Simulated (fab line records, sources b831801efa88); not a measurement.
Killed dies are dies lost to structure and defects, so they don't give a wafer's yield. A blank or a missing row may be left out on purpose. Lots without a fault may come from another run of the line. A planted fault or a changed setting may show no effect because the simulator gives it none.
Chamber matching | flow sky130 | SKY_SONOS_ONO_ETCH_15 on rie_diel-04: 4 sister chambers
The step etches the open film in CHF3/O2, target depth 19.52 nm, time 7.8 s. 4 wafers are shown with their chamber, then 8 later ones without.

WAFERS WITH THEIR CHAMBER
wafer  | chamber | oes_product_au (a.u.)
L598.3 | 3       | 1.007
L606.3 | 0       | 1.004
L606.4 | 2       | 1.000
L611.1 | 1       | 0.984

WAFERS WITHOUT THEIR CHAMBER
wafer  | oes_product_au (a.u.)
L611.4 | 0.999
L611.6 | 0.982
L616.1 | 0.987
L616.4 | 0.990
L616.5 | 0.980
L617.1 | 0.987
L617.2 | 1.008
L617.5 | 1.008

WHICH CHAMBER EACH WENT THROUGH
wafer  | from the rows above     | in truth
L611.4 | can't be placed: 2 or 0 | 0
L611.6 | 1                       | 1
L616.1 | 1                       | 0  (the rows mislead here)
L616.4 | can't be placed: 1 or 2 | 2
L616.5 | 1                       | 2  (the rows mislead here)
L617.1 | 1                       | 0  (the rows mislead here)
L617.2 | can't be placed: 3 or 0 | 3
L617.5 | can't be placed: 3 or 0 | 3
Placed correctly: 1 of 8. Can't be placed from these rows: 4 (the true chamber is among the candidates in 4). Placed wrongly: 3.
How it was worked out, from the rows above alone: a wafer's distance from a chamber is the root of the sum, over the readings, of the square of ((its reading less the chamber's mean) divided by the reading's scatter). The wafer belongs to the nearest chamber; if the next one is less than 2 further off, it can't be placed. A chamber's mean is the mean of its shown wafers. The scatter: with one shown wafer a chamber, the root of the mean of the squares of how far each hidden wafer lies from its nearest shown one.
